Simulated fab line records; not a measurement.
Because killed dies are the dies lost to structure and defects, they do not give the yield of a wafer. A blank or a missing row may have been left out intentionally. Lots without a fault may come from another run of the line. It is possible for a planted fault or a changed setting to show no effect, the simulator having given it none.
A struck lot beside a sound one | flow sky130 | 18 out of 708 route steps
Sound: the wafers L857.1, L857.2, L857.5. Struck: wafer L872.2. (L872.3, L872.4 of the same lot were not struck and are left out.) The cause comes at the end.
Per side, at each step with rows, come the tool, then ch with its chambers, and then its first start. Under that, the readings that differ: sound wafers | struck wafers | difference of the means | sigmas: that difference in standard deviations of wafers without a fault.
alike: words and numbers the same on both sides, and readings whose means are apart by under 2 such deviations; not compared: readings that were withheld, readings missing a value for some wafer, numbers with overlapping values and no deviation given by the record, and bounds like >300 which may hide the same value.
Wherever a step has rows on one side only, a row that says differs or no value, or a row with sigmas, the two part there. Numbers that don't overlap but have no deviation are shown without sigmas and don't part them. A reading that every wafer of one side lacks parts them only if that side has two wafers or more.

first, 3 steps without rows for these wafers: SKY_VIA2_EXPOSE_09 (exposes mask VIM2, target cd 200 nm); SKY_VIA2_PEB_10; SKY_VIA2_DEVELOP_11 (develop time 60 s).
SKY_VIA2_CD_MEAS_12: target cd 200 nm.
  sound: cd sem-01 at day 37 02:52; struck: cd sem-02 at day 41 02:49
  alike: cd nm
SKY_VIA2_OVL_MEAS_13:
  sound: overlay-02 at day 37 02:59; struck: overlay-02 at day 41 02:55
  alike: VIA2_OVL
SKY_VIA2_ETCH_14: etches BARC in N2/H2, stops on SiO2, time 45.9 s, target depth 60 nm.
  sound on rie diel-03 ch 0,2,3, day 37 03:01; struck on rie diel-04 ch 3, day 41 02:57
  reading                     | sound       | struck | difference | sigmas
  drypump motor current A (A) | 6.4 5.8 6.3 | 5.2    | -1.0       | -2
  alike: oes product au, throttle valve pct
  not compared: rf hours counter h
SKY_VIA2_ETCH_15: etches SiO2 in C4F8/O2/Ar, stops on TiN, target depth 546 nm, time 84 s.
  sound on rie diel-03 ch 0,2,3, day 37 03:04; struck on rie diel-04 ch 3, day 41 02:59
  alike: oes product au
  not compared: rf hours counter h
SKY_VIA2_STRIP_16: strips in O2/N2.
  sound on plasma asher-03 ch 0,1, day 37 03:07; struck on plasma asher-03 ch 1, day 41 03:03
  alike: drypump motor current A, o2 flow sccm, oes product au, strip time to endpoint s
  not compared: rf hours counter h
then, 3 steps without rows for these wafers: SKY_VIA2_STRIP_17 (strips in post etch residue remover, time 1200 s); SKY_VIA2_CLEAN_18 (cleans in IPA, time 180 s); SKY_VIA2_CLEAN_19 (cleans in O3/DIW).
SKY_VIA2_SPUTTER_20: material TiN, target thk 20 nm, time 80 s.
  sound: pvd sputter-04 at day 37 03:45; struck: pvd sputter-02 at day 41 03:38
  alike: throttle valve pct
SKY_VIA2_CVD_21: deposits W, target thk 420 nm, time 126.4 s.
  sound on cvd w-01 ch 0,1, day 37 03:49; struck on cvd w-01 ch 0, day 41 03:42
  reading                            | sound             | struck | difference | sigmas
  model.W_of_VIA2_CVD_21.thk nm (nm) | 414.2 429.2 417.9 | 558.4  | +138.0     |
  alike: heater power w
SKY_VIA2_RS_MEAS_22: the measuring method here is four-point-probe.
  sound: film metro-01 at day 37 03:56; struck: film metro-01 at day 41 03:51
  reading            | sound             | struck | difference | sigmas
  VIA2_W_RS (ohm/sq) | 0.277 0.267 0.274 | 0.204  | -0.069     | -13
SKY_VIA2_THK_MEAS_23: measures by xrf.
  sound: film metro-01 at day 37 04:04; struck: film metro-01 at day 41 03:58
  reading         | sound       | struck | difference | sigmas
  VIA2_W_THK (nm) | 416 436 420 | 562    | +138       | +15
SKY_VIA2_CMP_24: polishes, stops on SiO2, t overpolish 20 s, target thk 0 nm.
  sound on cmp-02 ch 0,2,3, day 37 04:13; struck on cmp-02 ch 3, day 41 04:01
  reading                | sound     | struck | difference | sigmas
  time to endpoint s (s) | 93 101 95 | 128    | +32        | +6
  alike: motor current A, retaining ring pressure frac
SKY_METAL3_SPUTTER_00: material Ti, target thk 15 nm, time 10 s.
  sound: pvd sputter-03 at day 37 04:25; struck: pvd sputter-01 at day 41 04:19
  alike: throttle valve pct
-- the record jumps here: 9 days lie between the struck wafers' starts before and after (it left off in module METAL3 and takes up again in module PAD_OPEN, whose first step shown is number 708 of the route) --
SKY_PAD_OPEN_PROBE_99:
  the record has rows for the struck wafers here (prober-01, day 49 17:22) and none for the sound ones

## WHERE THEY PART
Earliest at SKY_VIA2_ETCH_14; latest, in this record, at SKY_PAD_OPEN_PROBE_99.

WHY: what the simulator had put in
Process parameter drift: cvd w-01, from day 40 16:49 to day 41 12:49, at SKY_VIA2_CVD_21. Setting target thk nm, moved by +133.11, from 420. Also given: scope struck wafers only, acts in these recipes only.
